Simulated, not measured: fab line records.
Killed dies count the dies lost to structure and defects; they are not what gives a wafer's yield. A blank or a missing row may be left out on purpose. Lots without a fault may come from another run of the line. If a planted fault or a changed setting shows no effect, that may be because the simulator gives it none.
Struck lot and sound lot, side by side ; flow gf180mcu ; 14 steps out of a route of 602
Sound: these wafers, L491.3, L491.5, L491.6. The struck wafers were L498.3, L498.4, L498.5. The cause comes at the end.
Order at every step that has rows: each side's tool, ch and its chambers, its first start. Under that, the readings that differ: sound wafers ; struck wafers ; difference of the means ; sigmas: that difference in standard deviations of wafers without a fault.
alike: a reading whose means differ by less than 2 such deviations, as well as words and numbers matching on both sides. not compared: withheld readings; readings where some wafer has no value; bounds like >300 that might hide an equal value; numbers whose values overlap and for which the record gives no deviation.
A row with sigmas, a row that says differs or no value, or rows on one side alone: a step with any of these is where the two part. Numbers that have no deviation but don't overlap get no sigmas and don't part them. Lack of a reading on every wafer of one side parts them only where that side has two or more wafers.

first, 2 steps without rows for these wafers: GF_M2_CLEAN_19 (cleans in DIW); GF_V2_CVD_00 (deposits SiO2, target thk 600 nm, time 100 s).
GF_V2_THK_MEAS_01:
  sound on film_metro-02, day 24 02:30; struck on film_metro-01, day 26 03:47
  alike: V2_CVD_00_THK
GF_V2_CVD_02: deposits SiO2 from TEOS, target thk 850 nm, time 94.851 s.
  sound on pecvd-03 ch 0,2, day 24 02:34; struck on pecvd-02 ch 1,2, day 26 03:49
  alike: heater_power_w
GF_V2_THK_MEAS_03:
  sound on film_metro-01, day 24 02:40; struck on film_metro-03, day 26 03:55
  alike: V2_CVD_02_THK
GF_V2_CMP_04: polishes SiO2.
  sound on cmp-01 ch 2,3, day 24 02:45; struck on cmp-01 ch 0,2, day 26 04:00
  alike: motor_current_A, time_to_endpoint_s
GF_V2_BOW_MEAS_05:
  sound on film_metro-03, day 24 03:02; struck on film_metro-01, day 26 04:17
  alike: V2_BOW
then, 5 steps without rows for these wafers: GF_V2_DEHYDRATE_06 (time 60 s); GF_V2_HMDS_07 (prime time 60 s); GF_V2_COAT_08; GF_V2_COAT_09 (resist thk 1015 nm); GF_V2_SOFTBAKE_10 (time 60 s).
GF_V2_EXPOSE_11: exposes mask Via2, target cd 260 nm.
  sound on krf_scanner-02 ch 0, day 24 14:14; struck on krf_scanner-02, day 26 14:40
  no value came back on the struck wafers for exposure_dose_mJ_cm2, focus_offset_nm (nm); on the sound wafers exposure_dose_mJ_cm2 reads 38.15 38.13 38.16
  alike: mask
then, 1 step without rows for these wafers: GF_V2_PEB_12 (peb time 90 s).

## WHERE THEY PART
Only at GF_V2_EXPOSE_11, as far as this record shows.

WHY: what had been put in by the simulator
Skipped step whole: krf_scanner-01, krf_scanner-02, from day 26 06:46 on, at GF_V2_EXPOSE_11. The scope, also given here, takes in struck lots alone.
